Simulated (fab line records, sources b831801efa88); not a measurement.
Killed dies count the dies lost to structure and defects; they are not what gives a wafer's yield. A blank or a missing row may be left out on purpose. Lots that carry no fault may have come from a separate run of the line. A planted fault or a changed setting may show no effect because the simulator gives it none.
What tool caused it? | flow sky130 | 33 wafers from 11 lots sampled at 5 of the route's 708 steps

## WHAT EACH GAUGE READ, for each wafer
SKY_METAL2_RS_MEAS_05: uses a four-point probe to measure. Usual: METAL2_ALCU_RS gives 0.1272 ohm/sq (standard deviation 0.0012).
lot  | measured     | on           | METAL2_ALCU_RS (ohm/sq) | flag
L326 | day 34 13:52 | filmMetro-02 | 0.1274 0.1296 0.1292    | 
L328 | day 34 19:50 | filmMetro-03 | 0.1284 0.1273 0.1260    | 
L329 | day 35 14:37 | filmMetro-04 | 0.1292 0.1289 0.1287    | 
L330 | day 35 15:13 | filmMetro-04 | 0.1273 0.1256 0.1276    | 
L335 | day 37 02:44 | filmMetro-03 | 0.1271 0.1270 0.1266    | 
L337 | day 37 23:47 | filmMetro-04 | 0.1268 0.1284 0.1266    | 
L338 | day 38 03:39 | filmMetro-03 | 0.1286 0.1271 0.1263    | 
L339 | day 38 12:29 | filmMetro-04 | 0.1266 0.1267 0.1263    | 
L341 | day 39 14:56 | filmMetro-02 | 0.1261 0.1260 0.1279    | 
L343 | day 39 20:16 | filmMetro-02 | 0.1267 0.1250 0.1256    | 
L342 | day 40 11:50 | filmMetro-03 | 0.1281 0.1276 0.1275    | 

SKY_VIA2_OVL_MEAS_13. Usual: VIA2_OVL gives -2 nm (standard deviation 6).
lot  | measured     | on         | VIA2_OVL (nm) | flag
L326 | day 36 20:17 | overlay-02 | -4 -5 -1      | 
L328 | day 37 00:46 | overlay-02 | -17 -11 -4    | 
L329 | day 37 19:49 | overlay-01 | -13 -7 -10    | 
L330 | day 37 21:00 | overlay-02 | 1 0 -2        | 
L335 | day 39 07:37 | overlay-02 | 1 -6 -5       | 
L337 | day 40 03:53 | overlay-01 | 3 2 5         | 
L338 | day 40 07:10 | overlay-01 | -8 -3 -2      | 
L339 | day 40 16:28 | overlay-01 | -1 -3 1       | 
L341 | day 41 16:31 | overlay-02 | 4 -4 9        | 
L343 | day 41 22:28 | overlay-02 | 1 2 3         | 
L342 | day 42 13:59 | overlay-02 | 1 3 1         | 

## WHAT TOOL EACH LOT RAN ON (gives the tool, then ch and the chambers of the sampled wafers, and finally the start)
lot  | SKY_METAL2_SPUTTER_00       | SKY_METAL2_ETCH_18               | SKY_METAL2_STRIP_20
L326 | pvdSputter-04, day 34 13:40 | rieMetal-02 ch 0,1, day 35 16:39 | plasmaAsher-01 ch 0,1, day 35 16:49
L328 | pvdSputter-03, day 34 19:40 | rieMetal-03 ch 0,1, day 35 21:47 | plasmaAsher-03 ch 0,1, day 35 21:56
L329 | pvdSputter-03, day 35 14:26 | rieMetal-02 ch 0,1, day 36 16:53 | plasmaAsher-04 ch 0,1, day 36 17:02
L330 | pvdSputter-01, day 35 15:02 | rieMetal-03 ch 0,1, day 36 17:36 | plasmaAsher-01 ch 0,1, day 36 17:46
L335 | pvdSputter-01, day 37 02:35 | rieMetal-04 ch 1, day 38 04:58   | plasmaAsher-03 ch 0,1, day 38 05:07
L337 | pvdSputter-03, day 37 23:38 | rieMetal-04 ch 1, day 39 01:41   | plasmaAsher-03 ch 0,1, day 39 02:00
L338 | pvdSputter-04, day 38 03:31 | rieMetal-02 ch 0,1, day 39 05:16 | plasmaAsher-04 ch 0,1, day 39 05:25
L339 | pvdSputter-01, day 38 12:20 | rieMetal-03 ch 0,1, day 39 13:50 | plasmaAsher-04 ch 0,1, day 39 13:59
L341 | pvdSputter-03, day 39 14:46 | rieMetal-03 ch 0,1, day 40 15:25 | plasmaAsher-03 ch 0, day 40 15:34
L343 | pvdSputter-01, day 39 20:07 | rieMetal-03 ch 0,1, day 40 21:22 | plasmaAsher-04 ch 0, day 40 21:31
L342 | pvdSputter-04, day 40 11:41 | rieMetal-02 ch 0,1, day 41 12:26 | plasmaAsher-01 ch 1, day 41 12:35
- SKY_METAL2_SPUTTER_00: material Ti, target thk 15 nm, time 10 s.
- SKY_METAL2_ETCH_18: etches BARC in N2/H2, stops on SiO2, time 45.9 s, target depth 60 nm.
- SKY_METAL2_STRIP_20: strips in O2/N2.

## WHAT THE TOOLS THEMSELVES READ (means of the sampled wafers that have a number; where no wafer has one, the mark that the record gives instead)
SKY_METAL2_SPUTTER_00. Usual: chamberPressurePa 0.4000 Pa, standard deviation 0.00089; throttleValvePct 30.1 %, standard deviation 1.6.
lot  | tool          | chamberPressurePa (Pa) | throttleValvePct (%) | flag
L326 | pvdSputter-04 | 0.3999                 | 30.2                 | 
L328 | pvdSputter-03 | 0.4001                 | 30.2                 | 
L329 | pvdSputter-03 | 0.3999                 | 28.8                 | 
L330 | pvdSputter-01 | 0.4002                 | 28.8                 | 
L335 | pvdSputter-01 | 0.4005                 | 29.7                 | 
L337 | pvdSputter-03 | 0.3992                 | 30.2                 | 
L338 | pvdSputter-04 | 0.3997                 | 31.0                 | 
L339 | pvdSputter-01 | 0.4005                 | 29.4                 | 
L341 | pvdSputter-03 | 0.4002                 | 31.9                 | 
L343 | pvdSputter-01 | 0.4005                 | 28.6                 | 
L342 | pvdSputter-04 | 0.4001                 | 32.2                 | 

SKY_METAL2_ETCH_18. Usual: drypumpMotorCurrentA 5.5 A, standard deviation 0.53; oesProductAu 0.854 a.u., standard deviation 0.0046; throttleValvePct 13.225 %, standard deviation 0.0091.
lot  | tool        | drypumpMotorCurrentA (A) | oesProductAu (a.u.) | throttleValvePct (%) | flag
L326 | rieMetal-02 | 5.7                      | 0.852               | 13.220               | 
L328 | rieMetal-03 | 5.3                      | 0.855               | 13.237               | 
L329 | rieMetal-02 | 5.7                      | 0.857               | 13.221               | 
L330 | rieMetal-03 | 5.0                      | 0.849               | 13.220               | 
L335 | rieMetal-04 | 6.0                      | 0.857               | 13.218               | 
L337 | rieMetal-04 | 6.0                      | 0.851               | 13.216               | 
L338 | rieMetal-02 | 5.7                      | 0.857               | 13.225               | 
L339 | rieMetal-03 | 5.0                      | 0.856               | 13.222               | 
L341 | rieMetal-03 | 5.0                      | 0.853               | 13.230               | 
L343 | rieMetal-03 | 5.3                      | 0.851               | 13.227               | 
L342 | rieMetal-02 | 5.4                      | 0.851               | 13.224               | 

SKY_METAL2_STRIP_20. Usual: drypumpMotorCurrentA 5.7 A, standard deviation 0.49; oesProductAu 0.342 a.u., standard deviation 0.0048; stripTimeToEndpointS 2.67 s, standard deviation 0.034.
lot  | tool           | drypumpMotorCurrentA (A) | oesProductAu (a.u.) | stripTimeToEndpointS (s) | flag
L326 | plasmaAsher-01 | 5.8                      | 0.338               | 2.68                     | 
L328 | plasmaAsher-03 | 5.6                      | 0.340               | 2.67                     | 
L329 | plasmaAsher-04 | 5.6                      | 0.338               | 2.71                     | 
L330 | plasmaAsher-01 | 5.3                      | 0.342               | 2.68                     | 
L335 | plasmaAsher-03 | 5.6                      | 0.343               | 2.70                     | 
L337 | plasmaAsher-03 | 5.6                      | 0.337               | 2.65                     | 
L338 | plasmaAsher-04 | 5.8                      | 0.344               | 2.70                     | 
L339 | plasmaAsher-04 | 5.8                      | 0.347               | 2.66                     | 
L341 | plasmaAsher-03 | 6.2                      | 0.339               | 2.58                     | 
L343 | plasmaAsher-04 | 6.0                      | 0.340               | 2.61                     | 
L342 | plasmaAsher-01 | 4.8                      | 0.341               | 2.64                     | 

## THE ANSWER, worked out from the rows above alone
Rule: take the mean of a lot's wafers that have a number; if it is more than 3 standard deviations from the usual mean, the lot is off. A lot without any number at a reading at which 4 lots or more have one is off too. The other lots that the step has rows for count as sound. Order of review: gauges by route order, followed by the tools' own readings, for which a lot's mean as printed above is used. At the first step where some lot is off, the reading lying furthest off is the one used; lots without a number count as furthest.
No lot is off on any of the readings shown, so nothing can be concluded from this.

## WHAT HAD BEEN PUT IN BY THE SIMULATOR
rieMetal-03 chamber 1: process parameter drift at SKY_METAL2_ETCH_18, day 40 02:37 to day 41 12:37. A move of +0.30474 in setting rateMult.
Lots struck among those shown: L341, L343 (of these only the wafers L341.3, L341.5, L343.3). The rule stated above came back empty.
